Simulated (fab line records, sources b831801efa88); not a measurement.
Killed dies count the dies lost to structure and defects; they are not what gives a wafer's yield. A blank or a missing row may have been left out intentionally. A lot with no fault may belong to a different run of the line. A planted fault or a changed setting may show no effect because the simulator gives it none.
fab line records	flow sky130
record lots=13	wafers=39	last_day=50
route steps=708 shown VT_ADJUST_LVTN@107 VT_ADJUST_HVTR@138 SONOS_ONO@183 PAD_OPEN@708
lots that met no fault: from a run of the same line without faults
start_h: hours from the record's first day to the start of the lot's first wafer shown	wait_h: time in hours since the lot's previous step	" same as the row above	L1.1+2: several wafers, shown together as one row	- either no value or no given start	* or withheld: withheld	< > ~ a bound
route shown NAME@n: a module of which the file shows steps, and the number in the route of the first	usual: average and standard deviation across the fault-free wafers	same: alike in all rows	chamber/n: place in a boat	sites: each site's reading	_std_site: standard deviation across them	_edge_site: the outer-site mean with the inner-site mean subtracted	radius_mm: for every site, how far away it sits from the centre of the wafer	mask NAME#n: copy n	behind: tool/chamber where the wafer was last shaped	hold: reason for holding the lot/hours on hold/outcome of the hold	device: transistor that didn't switch, given as n, p or np	end of line: the tests these same wafers got at the end of their route	a step given without rows: its recipe and nothing more	killed: the dies lost at the first sort to structure and to defects; this is not the yield of the wafer	map: per-die view of a wafer (x killed, . not killed, _ where there is no die)
set.NAME: the setting that was run; set.NAME@STEP: the one run at that earlier step	model.NAME: the simulator's own value behind a step, which no gauge read
the route's steps for a sample of lots (tables are steps, rows are wafers)
services: from which hour (start_h, from the record's first day; less than 0 if before it) a tool's chamber was out of use, for how many hours, and why
## steps
# step SKY_VT_ADJUST_LVTN_TW_MEAS_10
# usual VT_ADJUST_LVTN_TW=240/3.1
lot.wafer	tool	chamber	start_h	wait_h	VT_ADJUST_LVTN_TW
L522.2	film_metro-02	-	148.04	0.1	236
L522.3	"	-	"	"	239
L522.4	"	-	"	"	237
L523.2	film_metro-03	-	151.37	0.1	239
L523.3	"	-	"	"	240
L523.6	"	-	"	"	239
L524.1	film_metro-01	-	158.33	0.1	244
L524.4	"	-	"	"	245
L524.6	"	-	"	"	243
L525.2	film_metro-02	-	162.19	0.1	236
L525.5	"	-	"	"	236
L525.6	"	-	"	"	237
L526.1	film_metro-01	-	174.28	0.1	245
L526.3	"	-	"	"	244
L526.6	"	-	"	"	244
L529.2	film_metro-01	-	192.44	0.1	245
L529.3	"	-	"	"	244
L529.6	"	-	"	"	246
L530.1	film_metro-03	-	201.03	0.1	241
L530.5	"	-	"	"	239
L530.6	"	-	"	"	239
L531.1	film_metro-02	-	212.13	0.1	237
L531.3	"	-	"	"	235
L531.5	"	-	"	"	237
L532.1	film_metro-02	-	212.48	0.1	237
L532.2	"	-	"	"	235
L532.3	"	-	"	"	237
L533.1	film_metro-02	-	222.03	0.1	237
L533.2	"	-	"	"	239
L533.6	"	-	"	"	239
L534.3	film_metro-03	-	225.93	0.1	239
L534.4	"	-	"	"	239
L534.6	"	-	"	"	239
L543.3	film_metro-02	-	286.20	0.1	237
L543.4	"	-	"	"	238
L543.5	"	-	"	"	237
L544.1	film_metro-03	-	293.08	0.1	241
L544.3	"	-	"	"	241
L544.5	"	-	"	"	242
# step SKY_VT_ADJUST_LVTN_TW_MEAS_21
# usual VT_ADJUST_LVTN_2_TW=187.2/2.3
lot.wafer	tool	chamber	start_h	wait_h	VT_ADJUST_LVTN_2_TW
L522.2	film_metro-02	-	167.92	0.1	184.7
L522.3	"	-	"	"	184.0
L522.4	"	-	"	"	184.5
L523.2	film_metro-03	-	171.02	0.1	186.8
L523.3	"	-	"	"	187.9
L523.6	"	-	"	"	187.7
L524.1	film_metro-03	-	179.33	0.1	186.9
L524.4	"	-	"	"	186.2
L524.6	"	-	"	"	187.2
L525.2	film_metro-03	-	182.97	0.1	187.1
L525.5	"	-	"	"	187.1
L525.6	"	-	"	"	186.8
L526.1	film_metro-03	-	195.23	0.1	186.7
L526.3	"	-	"	"	188.0
L526.6	"	-	"	"	187.3
L529.2	film_metro-02	-	214.64	0.1	183.9
L529.3	"	-	"	"	183.4
L529.6	"	-	"	"	184.4
L530.1	film_metro-02	-	222.98	0.1	185.1
L530.5	"	-	"	"	184.8
L530.6	"	-	"	"	185.0
L531.1	film_metro-02	-	234.18	0.1	186.4
L531.3	"	-	"	"	185.0
L531.5	"	-	"	"	185.3
L532.1	film_metro-03	-	234.48	0.1	186.7
L532.2	"	-	"	"	186.1
L532.3	"	-	"	"	187.2
L533.1	film_metro-02	-	244.18	0.1	184.2
L533.2	"	-	"	"	184.1
L533.6	"	-	"	"	184.1
L534.3	film_metro-01	-	249.98	0.1	190.5
L534.4	"	-	"	"	190.2
L534.6	"	-	"	"	189.6
L543.3	film_metro-01	-	312.05	0.1	189.8
L543.4	"	-	"	"	189.6
L543.5	"	-	"	"	188.3
L544.1	film_metro-03	-	319.38	0.1	187.8
L544.3	"	-	"	"	188.7
L544.5	"	-	"	"	188.1
# step SKY_VT_ADJUST_HVTR_CD_MEAS_07
# recipe target_cd_nm=380
# usual cd_nm=380.3/2.8
lot.wafer	tool	chamber	start_h	wait_h	cd_nm
L522.2	cd_sem-02	-	210.61	0.1	383.4
L522.3	"	-	"	"	383.7
L522.4	"	-	"	"	383.5
L523.2	cd_sem-01	-	214.21	0.1	384.3
L523.3	"	-	"	"	382.0
L523.6	"	-	"	"	383.0
L524.1	cd_sem-02	-	221.84	0.1	377.6
L524.4	"	-	"	"	378.1
L524.6	"	-	"	"	379.5
L525.2	cd_sem-01	-	225.81	0.1	375.3
L525.5	"	-	"	"	379.7
L525.6	"	-	"	"	379.1
L526.1	cd_sem-02	-	239.47	0.1	379.6
L526.3	"	-	"	"	378.3
L526.6	"	-	"	"	381.6
L529.2	cd_sem-02	-	260.91	0.1	374.8
L529.3	"	-	"	"	374.0
L529.6	"	-	"	"	377.7
L530.1	cd_sem-02	-	269.49	0.1	379.7
L530.5	"	-	"	"	378.6
L530.6	"	-	"	"	378.8
L531.1	cd_sem-01	-	280.92	0.1	376.6
L531.3	"	-	"	"	378.1
L531.5	"	-	"	"	380.2
L532.1	cd_sem-02	-	281.52	0.1	382.5
L532.2	"	-	"	"	381.5
L532.3	"	-	"	"	382.4
L533.1	cd_sem-02	-	292.64	0.1	377.0
L533.2	"	-	"	"	379.6
L533.6	"	-	"	"	378.3
L534.3	cd_sem-02	-	299.56	0.1	379.9
L534.4	"	-	"	"	377.7
L534.6	"	-	"	"	378.4
L543.3	cd_sem-01	-	365.73	0.1	384.5
L543.4	"	-	"	"	384.0
L543.5	"	-	"	"	388.1
L544.1	cd_sem-01	-	373.54	0.1	378.7
L544.3	"	-	"	"	376.1
L544.5	"	-	"	"	375.1
# step SKY_SONOS_ONO_ETCH_15
# recipe target_depth_nm=19.52	chemistry=CHF3/O2	source_w=600	bias_w=200	pressure_mtorr=40	chf3_flow_sccm=50	O2_flow_sccm=5	time_s=7.8
# usual bias_w=200.0/0.57	drypump_motor_current_A=5.9/0.45	oes_product_au=1.000/0.0096	throttle_valve_pct=8.826/0.009
lot.wafer	tool	chamber	start_h	wait_h	bias_w	drypump_motor_current_A	oes_product_au	rf_hours_counter_h	throttle_valve_pct
L522.2	rie_diel-02	0	285.70	0.0	199.0	6.2	1.008	2	8.817
L522.3	"	1	"	"	199.7	5.8	0.992	15	8.816
L522.4	"	3	"	"	199.4	5.2	1.005	86	8.818
L523.2	rie_diel-01	1	294.84	0.0	199.1	6.8	0.985	43	8.819
L523.3	"	0	"	"	200.5	5.4	1.000	9	8.837
L523.6	"	3	"	"	199.9	5.7	1.002	-	8.825
L524.1	rie_diel-01	2	303.10	0.0	201.1	6.4	0.998	2	8.840
L524.4	"	3	"	"	200.6	5.7	1.002	119	8.820
L524.6	"	3	"	"	200.2	5.7	0.995	-	8.829
L525.2	rie_diel-01	2	307.45	0.0	199.4	6.4	1.003	2	8.810
L525.5	"	0	"	"	199.2	5.3	0.997	-	8.819
L525.6	"	3	"	"	200.4	5.7	1.000	-	8.831
L526.1	rie_diel-02	2	319.99	0.0	200.1	5.9	0.992	9	8.826
L526.3	"	1	"	"	199.5	5.8	0.991	15	8.838
L526.6	"	2	"	"	199.9	5.9	0.994	-	8.820
L529.2	rie_diel-01	2	342.84	0.0	199.2	6.4	0.994	2	8.817
L529.3	"	0	"	"	200.5	5.4	1.015	9	8.837
L529.6	"	2	"	"	200.1	6.4	0.989	-	8.825
L530.1	rie_diel-03	3	354.85	0.0	200.3	5.9	1.005	5	8.817
L530.5	"	2	"	"	200.4	5.6	1.020	-	8.851
L530.6	"	1	"	"	199.5	6.3	1.010	-	8.810
L531.1	rie_diel-03	3	365.20	0.0	201.3	5.9	1.011	5	8.830
L531.3	"	1	"	"	200.6	6.3	1.005	64	8.824
L531.5	"	3	"	"	199.9	5.9	1.000	-	8.831
L532.1	rie_diel-02	3	366.54	0.0	200.3	5.2	1.013	87	8.827
L532.2	"	1	"	"	199.8	5.8	1.007	16	8.823
L532.3	"	0	"	"	200.0	6.2	0.999	4	8.830
L533.1	rie_diel-01	2	378.99	0.0	200.3	6.4	0.992	3	8.811
L533.2	"	3	"	"	200.5	5.7	1.006	0	8.833
L533.6	"	0	"	"	199.7	5.4	1.011	-	8.825
L534.3	rie_diel-02	0	388.60	0.0	200.3	6.2	0.995	4	8.826
L534.4	"	2	"	"	199.3	5.9	0.999	10	8.815
L534.6	"	0	"	"	201.0	6.2	0.987	-	8.828
L543.3	rie_diel-02	1	460.70	0.0	201.3	5.8	0.987	-	8.824
L543.4	"	3	"	"	241.2	5.1	1.026	-	8.839
L543.5	"	1	"	"	201.3	5.8	0.973	-	8.817
L544.1	rie_diel-03	1	471.04	0.0	200.5	6.3	1.011	67	8.829
L544.3	"	3	"	"	198.7	5.8	1.018	8	8.828
L544.5	"	0	"	"	200.1	5.8	1.006	-	8.845
# step SKY_PAD_OPEN_PROBE_99
# usual killed_at_M0_to_M3=43/7.3	killed_at_M4_up=3.1/1.8	killed_at_contacts=24/5.4	killed_at_front_end=15/4.1	killed_at_other=0.2/0.52	killed_dies=86/10	killed_open=47/7.3	killed_short=39/6.4
# same gross_dies=492	killed_at_back_side=0
lot.wafer	tool	chamber	start_h	wait_h	killed_at_M0_to_M3	killed_at_M4_up	killed_at_contacts	killed_at_front_end	killed_at_other	killed_dies	killed_open	killed_short
L522.2	prober-02	-	1077.82	0.1	46	4	22	13	2	87	43	44
L522.3	prober-02	-	1077.87	0.2	41	2	33	20	0	96	43	53
L522.4	prober-02	-	1077.92	0.2	42	2	23	16	0	83	45	38
L523.2	prober-01	-	1082.87	0.1	55	3	24	6	1	89	52	37
L523.3	prober-01	-	1082.92	0.2	44	5	27	12	0	88	43	45
L523.6	prober-01	-	1083.07	0.2	42	2	30	15	0	89	50	39
L524.1	prober-02	-	1092.11	0.1	31	1	20	14	0	66	32	34
L524.4	prober-02	-	1092.26	0.2	51	3	18	10	1	83	45	38
L524.6	prober-02	-	1092.36	0.2	59	5	26	14	0	104	59	45
L525.2	prober-01	-	1101.42	0.1	35	3	28	13	0	79	47	31
L525.5	prober-01	-	1101.57	0.2	40	3	26	14	1	84	49	34
L525.6	prober-01	-	1101.62	0.2	44	1	30	14	0	89	54	35
L526.1	prober-02	-	1104.31	0.1	44	4	22	16	0	86	49	37
L526.3	prober-02	-	1104.41	0.2	36	1	13	12	0	62	35	27
L526.6	prober-02	-	1104.56	0.2	32	4	27	12	1	76	38	38
L529.2	prober-01	-	1121.60	0.1	32	3	17	7	0	59	29	30
L529.3	prober-01	-	1121.65	0.2	38	4	35	20	0	97	48	49
L529.6	prober-01	-	1121.80	0.2	40	4	24	15	1	84	52	32
L530.1	prober-02	-	1132.09	0.1	59	1	33	23	0	116	68	48
L530.5	prober-02	-	1132.29	0.2	33	2	25	17	0	77	40	37
L530.6	prober-02	-	1132.34	0.2	33	5	28	16	1	83	39	44
L531.1	prober-01	-	1137.30	0.1	41	2	29	15	0	87	46	41
L531.3	prober-01	-	1137.40	0.2	43	1	17	13	0	74	44	30
L531.5	prober-01	-	1137.50	0.2	44	3	31	21	1	100	58	42
L532.1	prober-02	-	1142.10	0.1	39	3	37	20	0	99	50	49
L532.2	prober-02	-	1142.15	0.1	37	3	27	17	0	84	48	35
L532.3	prober-02	-	1142.20	0.2	44	5	35	12	0	96	56	40
L533.1	prober-01	-	1147.62	0.1	60	7	16	12	0	95	43	52
L533.2	prober-01	-	1147.67	0.1	55	0	19	17	0	91	54	37
L533.6	prober-01	-	1147.87	0.2	42	1	21	18	2	84	43	41
L534.3	prober-02	-	1152.07	0.2	44	2	18	15	1	80	48	32
L534.4	prober-02	-	1152.12	0.2	54	2	26	22	2	106	50	56
L534.6	prober-02	-	1152.22	0.2	39	5	27	15	0	86	46	40
L543.3	prober-01	-	1192.69	0.2	39	1	19	17	0	76	39	37
L543.4	prober-01	-	1192.74	0.2	40	3	26	14	0	83	42	41
L543.5	prober-01	-	1192.79	0.2	53	5	17	16	0	91	57	34
L544.1	prober-02	-	1195.51	0.1	46	3	25	14	0	88	46	42
L544.3	prober-02	-	1195.61	0.2	36	4	21	9	1	71	42	29
L544.5	prober-02	-	1195.71	0.2	50	2	19	17	0	88	52	36
# killed by level:class
L522.2 VIA2:geometric_particle:open=11 CONTACT:geometric_particle:open=8 VIA1:geometric_particle:open=7 CONTACT:geometric_particle:short=6 METAL1:geometric_particle:short=6 METAL3:geometric_particle:short=5 VIA3:geometric_particle:open=5 POLY_GATE:geometric_particle:short=4
L522.3 VIA1:geometric_particle:open=11 CONTACT:geometric_particle:open=9 LOCAL_INTERCONNECT:geometric_particle:short=6 CONTACT:geometric_particle:short=6 METAL1:geometric_particle:short=6 FIELD_ISO:geometric_particle:short=5 FIELD_ISO:geometric_particle:open=5 LI_CONTACT:geometric_particle:open=5
L522.4 LI_CONTACT:geometric_particle:open=9 VIA1:geometric_particle:open=8 VIA2:geometric_particle:open=8 VIA2:geometric_particle:short=7 CONTACT:geometric_particle:open=6 LI_CONTACT:geometric_particle:short=4 METAL1:geometric_particle:short=4 FIELD_ISO:geometric_particle:short=3
L523.2 VIA1:geometric_particle:open=16 CONTACT:geometric_particle:open=11 VIA3:geometric_particle:open=9 METAL1:geometric_particle:short=8 VIA2:geometric_particle:open=6 METAL2:geometric_particle:short=5 VIA1:geometric_particle:short=4 CONTACT:geometric_particle:short=4
L523.3 METAL1:geometric_particle:short=10 CONTACT:geometric_particle:open=9 VIA2:geometric_particle:open=8 CONTACT:geometric_particle:short=8 METAL2:geometric_particle:short=7 VIA1:geometric_particle:open=6 LI_CONTACT:geometric_particle:open=5 VIA1:geometric_particle:short=4
L523.6 CONTACT:geometric_particle:open=14 LOCAL_INTERCONNECT:geometric_particle:short=9 VIA1:geometric_particle:open=8 VIA1:geometric_particle:short=6 POLY_GATE:geometric_particle:open=5 VIA3:geometric_particle:open=5 METAL1:geometric_particle:short=5 FIELD_ISO:geometric_particle:short=4
L524.1 VIA1:geometric_particle:open=7 VIA1:geometric_particle:short=6 LI_CONTACT:geometric_particle:open=5 LOCAL_INTERCONNECT:geometric_particle:short=5 CONTACT:geometric_particle:open=5 VIA3:geometric_particle:open=5 FIELD_ISO:geometric_particle:open=4 POLY_GATE:geometric_particle:short=4
L524.4 VIA1:geometric_particle:short=11 CONTACT:geometric_particle:open=9 VIA1:geometric_particle:open=9 VIA3:geometric_particle:open=8 METAL1:geometric_particle:open=5 LOCAL_INTERCONNECT:geometric_particle:short=4 METAL3:geometric_particle:short=4 VIA2:geometric_particle:open=4
L524.6 VIA2:geometric_particle:open=13 METAL2:geometric_particle:short=10 VIA1:geometric_particle:open=9 LI_CONTACT:geometric_particle:open=8 LOCAL_INTERCONNECT:geometric_particle:short=6 VIA3:geometric_particle:open=6 POLY_GATE:geometric_particle:open=5 CONTACT:geometric_particle:open=5
L525.2 CONTACT:geometric_particle:open=13 VIA1:geometric_particle:open=10 LI_CONTACT:geometric_particle:open=7 VIA3:geometric_particle:open=4 CONTACT:geometric_particle:short=4 VIA2:geometric_particle:open=4 FIELD_ISO:geometric_particle:open=3 FIELD_ISO:geometric_particle:short=3
L525.5 VIA1:geometric_particle:open=11 LI_CONTACT:geometric_particle:open=10 CONTACT:geometric_particle:open=9 METAL1:geometric_particle:short=7 VIA2:geometric_particle:open=5 POLY_GATE:geometric_particle:short=4 METAL2:geometric_particle:short=4 METAL3:geometric_particle:short=4
L525.6 LI_CONTACT:geometric_particle:open=11 VIA3:geometric_particle:open=11 VIA1:geometric_particle:open=8 CONTACT:geometric_particle:open=7 VIA2:geometric_particle:open=7 FIELD_ISO:geometric_particle:short=6 VIA3:geometric_particle:short=5 LI_CONTACT:geometric_particle:short=4
L526.1 VIA1:geometric_particle:open=10 LI_CONTACT:geometric_particle:open=9 VIA3:geometric_particle:open=9 METAL2:geometric_particle:short=8 CONTACT:geometric_particle:open=6 FIELD_ISO:geometric_particle:open=4 FIELD_ISO:geometric_particle:short=4 VIA3:geometric_particle:short=4
L526.3 VIA1:geometric_particle:open=9 METAL2:geometric_particle:short=6 CONTACT:geometric_particle:open=6 VIA1:geometric_particle:short=5 METAL1:geometric_particle:short=4 POLY_CUT:geometric_particle:open=3 FIELD_ISO:geometric_particle:short=3 LI_CONTACT:geometric_particle:open=3
L526.6 LI_CONTACT:geometric_particle:open=8 CONTACT:geometric_particle:short=8 CONTACT:geometric_particle:open=7 VIA1:geometric_particle:short=7 VIA1:geometric_particle:open=7 VIA3:geometric_particle:open=5 VIA2:geometric_particle:open=4 FIELD_ISO:geometric_particle:short=3
L529.2 CONTACT:geometric_particle:open=7 VIA1:geometric_particle:open=5 METAL2:geometric_particle:short=5 METAL1:geometric_particle:short=4 VIA1:geometric_particle:short=4 VIA3:geometric_particle:open=4 LI_CONTACT:geometric_particle:short=3 LI_CONTACT:geometric_particle:open=3
L529.3 LOCAL_INTERCONNECT:geometric_particle:short=9 CONTACT:geometric_particle:short=9 VIA3:geometric_particle:open=9 LI_CONTACT:geometric_particle:open=8 CONTACT:geometric_particle:open=8 VIA2:geometric_particle:open=7 FIELD_ISO:geometric_particle:open=6 FIELD_ISO:geometric_particle:short=6
L529.6 CONTACT:geometric_particle:open=11 VIA1:geometric_particle:open=10 LI_CONTACT:geometric_particle:open=6 VIA3:geometric_particle:open=6 VIA1:geometric_particle:short=6 POLY_GATE:geometric_particle:open=5 LOCAL_INTERCONNECT:geometric_particle:short=5 SPACER:geometric_particle:open=4
L530.1 CONTACT:geometric_particle:open=17 VIA1:geometric_particle:open=11 VIA3:geometric_particle:open=10 VIA2:geometric_particle:open=8 FIELD_ISO:geometric_particle:short=7 POLY_GATE:geometric_particle:open=6 METAL1:geometric_particle:short=6 METAL2:geometric_particle:short=6
L530.5 VIA3:geometric_particle:open=11 CONTACT:geometric_particle:open=9 FIELD_ISO:geometric_particle:open=7 CONTACT:geometric_particle:short=7 FIELD_ISO:geometric_particle:short=5 LOCAL_INTERCONNECT:geometric_particle:short=5 METAL1:geometric_particle:short=5 VIA1:geometric_particle:short=4
L530.6 LI_CONTACT:geometric_particle:open=8 VIA3:geometric_particle:open=7 POLY_GATE:geometric_particle:short=6 CONTACT:geometric_particle:short=6 FIELD_ISO:geometric_particle:short=5 CONTACT:geometric_particle:open=5 VIA1:geometric_particle:open=5 LOCAL_INTERCONNECT:geometric_particle:short=4
L531.1 CONTACT:geometric_particle:open=10 VIA3:geometric_particle:open=8 VIA2:geometric_particle:open=7 CONTACT:geometric_particle:short=7 VIA1:geometric_particle:open=6 VIA1:geometric_particle:short=6 FIELD_ISO:geometric_particle:short=5 POLY_GATE:geometric_particle:open=4
L531.3 VIA1:geometric_particle:open=12 VIA3:geometric_particle:open=7 LI_CONTACT:geometric_particle:open=6 CONTACT:geometric_particle:open=6 VIA2:geometric_particle:open=5 METAL3:geometric_particle:short=5 FIELD_ISO:geometric_particle:short=4 METAL1:geometric_particle:short=4
L531.5 VIA1:geometric_particle:open=13 CONTACT:geometric_particle:open=12 LI_CONTACT:geometric_particle:open=9 FIELD_ISO:geometric_particle:open=6 LI_CONTACT:geometric_particle:short=5 METAL2:geometric_particle:short=5 VIA3:geometric_particle:open=5 METAL1:geometric_particle:short=4
L532.1 VIA1:geometric_particle:open=13 CONTACT:geometric_particle:short=11 LI_CONTACT:geometric_particle:open=9 FIELD_ISO:geometric_particle:open=8 CONTACT:geometric_particle:open=7 VIA3:geometric_particle:short=7 LOCAL_INTERCONNECT:geometric_particle:short=6 VIA3:geometric_particle:open=5
L532.2 CONTACT:geometric_particle:open=9 VIA1:geometric_particle:open=9 LI_CONTACT:geometric_particle:open=8 VIA3:geometric_particle:open=7 FIELD_ISO:geometric_particle:open=5 VIA1:geometric_particle:short=5 POLY_GATE:geometric_particle:open=4 LOCAL_INTERCONNECT:geometric_particle:short=4
L532.3 CONTACT:geometric_particle:open=15 VIA2:geometric_particle:open=10 LI_CONTACT:geometric_particle:open=8 VIA1:geometric_particle:open=8 METAL2:geometric_particle:short=7 CONTACT:geometric_particle:short=7 FIELD_ISO:geometric_particle:open=5 VIA2:geometric_particle:short=5
L533.1 VIA1:geometric_particle:open=16 VIA1:geometric_particle:short=9 METAL1:geometric_particle:short=9 VIA3:geometric_particle:short=9 POLY_GATE:geometric_particle:short=6 CONTACT:geometric_particle:open=6 LI_CONTACT:geometric_particle:open=5 CONTACT:geometric_particle:short=5
L533.2 VIA1:geometric_particle:open=13 VIA2:geometric_particle:open=11 CONTACT:geometric_particle:open=8 VIA1:geometric_particle:short=6 FIELD_ISO:geometric_particle:open=5 CONTACT:geometric_particle:short=5 METAL1:geometric_particle:short=5 METAL2:geometric_particle:short=5
L533.6 CONTACT:geometric_particle:open=8 FIELD_ISO:geometric_particle:open=7 VIA1:geometric_particle:short=7 LI_CONTACT:geometric_particle:open=6 VIA2:geometric_particle:open=6 VIA2:geometric_particle:short=5 METAL2:geometric_particle:short=5 FIELD_ISO:geometric_particle:short=4
L534.3 VIA3:geometric_particle:open=11 VIA1:geometric_particle:open=7 CONTACT:geometric_particle:open=6 METAL2:geometric_particle:short=6 FIELD_ISO:geometric_particle:open=5 POLY_GATE:geometric_particle:open=5 VIA1:geometric_particle:short=5 METAL1:geometric_particle:short=5
L534.4 POLY_GATE:geometric_particle:short=8 CONTACT:geometric_particle:open=8 CONTACT:geometric_particle:short=7 METAL1:geometric_particle:short=7 VIA1:geometric_particle:open=7 VIA3:geometric_particle:open=7 VIA1:geometric_particle:short=6 VIA2:geometric_particle:short=6
L534.6 VIA1:geometric_particle:open=10 LI_CONTACT:geometric_particle:open=7 VIA2:geometric_particle:open=7 CONTACT:geometric_particle:open=6 METAL2:geometric_particle:short=6 LOCAL_INTERCONNECT:geometric_particle:short=5 CONTACT:geometric_particle:short=5 FIELD_ISO:geometric_particle:open=4
L543.3 FIELD_ISO:geometric_particle:short=8 VIA1:geometric_particle:open=7 VIA3:geometric_particle:open=6 CONTACT:geometric_particle:open=6 VIA2:geometric_particle:open=5 LI_CONTACT:geometric_particle:short=4 LI_CONTACT:geometric_particle:open=4 VIA2:geometric_particle:short=4
L543.4 CONTACT:geometric_particle:open=10 VIA1:geometric_particle:open=8 LI_CONTACT:geometric_particle:open=7 METAL1:geometric_particle:short=7 FIELD_ISO:geometric_particle:short=6 VIA1:geometric_particle:short=6 VIA3:geometric_particle:open=6 LOCAL_INTERCONNECT:geometric_particle:short=5
L543.5 VIA3:geometric_particle:open=13 VIA1:geometric_particle:open=12 VIA2:geometric_particle:open=7 CONTACT:geometric_particle:open=7 POLY_GATE:geometric_particle:open=5 LI_CONTACT:geometric_particle:open=5 METAL1:geometric_particle:short=5 VIA1:geometric_particle:short=4
L544.1 VIA2:geometric_particle:open=9 LI_CONTACT:geometric_particle:open=8 CONTACT:geometric_particle:open=8 VIA1:geometric_particle:open=8 VIA2:geometric_particle:short=6 METAL1:geometric_particle:short=6 METAL2:geometric_particle:short=5 FIELD_ISO:geometric_particle:open=4
L544.3 CONTACT:geometric_particle:open=10 LI_CONTACT:geometric_particle:open=7 VIA1:geometric_particle:open=6 VIA3:geometric_particle:open=5 METAL2:geometric_particle:short=5 FIELD_ISO:geometric_particle:short=4 VIA2:geometric_particle:open=4 FIELD_ISO:geometric_particle:open=3
L544.5 VIA1:geometric_particle:open=15 CONTACT:geometric_particle:open=8 METAL1:geometric_particle:short=7 POLY_GATE:geometric_particle:open=6 LI_CONTACT:geometric_particle:open=6 VIA1:geometric_particle:short=6 VIA2:geometric_particle:open=6 VIA3:geometric_particle:open=5
## services
tool	chamber	start_h	hours	kind
rie_diel-02	0	287.14	6.0	repair
rie_diel-03	-	305.39	0.5	repair
rie_diel-01	2	308.46	3.4	repair
rie_diel-01	2	312.69	1.5	repair
rie_diel-01	3	338.59	-	clean
rie_diel-01	3	338.59	21.1	scheduled_down
rie_diel-01	3	338.59	21.1	vent_cycle
rie_diel-02	3	343.94	1.7	repair
rie_diel-03	0	360.58	1.2	repair
rie_diel-02	-	374.27	0.2	repair
rie_diel-02	2	431.39	5.6	repair
rie_diel-01	2	441.41	3.4	repair
rie_diel-02	0	454.12	8.2	repair
rie_diel-03	2	457.84	-	clean
rie_diel-03	2	457.84	14.7	scheduled_down
rie_diel-03	2	457.84	14.7	vent_cycle
rie_diel-01	1	459.14	3.2	repair
rie_diel-02	2	460.60	13.2	repair
rie_diel-02	3	468.56	12.7	repair
## key
first_sign step=SKY_SONOS_ONO_ETCH_15	reading=bias_w	direction=up	sigmas=72	usual=200.0	struck=241.2
effect none on later readings
met_at SKY_SONOS_ONO_ETCH_15
struck_lots L543
struck_wafers L543.4
tester_left_out L543
not_acting_at SKY_VT_ADJUST_LVTN_TW_MEAS_10,SKY_VT_ADJUST_LVTN_TW_MEAS_21,SKY_VT_ADJUST_HVTR_CD_MEAS_07
onset_between 366.54 460.70
fault kind=process_parameter_drift	tool=rie_diel-02	chamber=3	onset_h=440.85	steps=SKY_SONOS_ONO_ETCH_15	channel=bias_w	offset=42.392	shape=step	end_h=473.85	acts_in=these_recipes_only	stated=200
# tester_left_out: of these lots the tester's yield and bins aren't shown, on N5 and GAA mostly nor the transistor test; their killed dies are dies lost to structure and defects alone, not to doping, threshold or leakage, so they don't give the yield
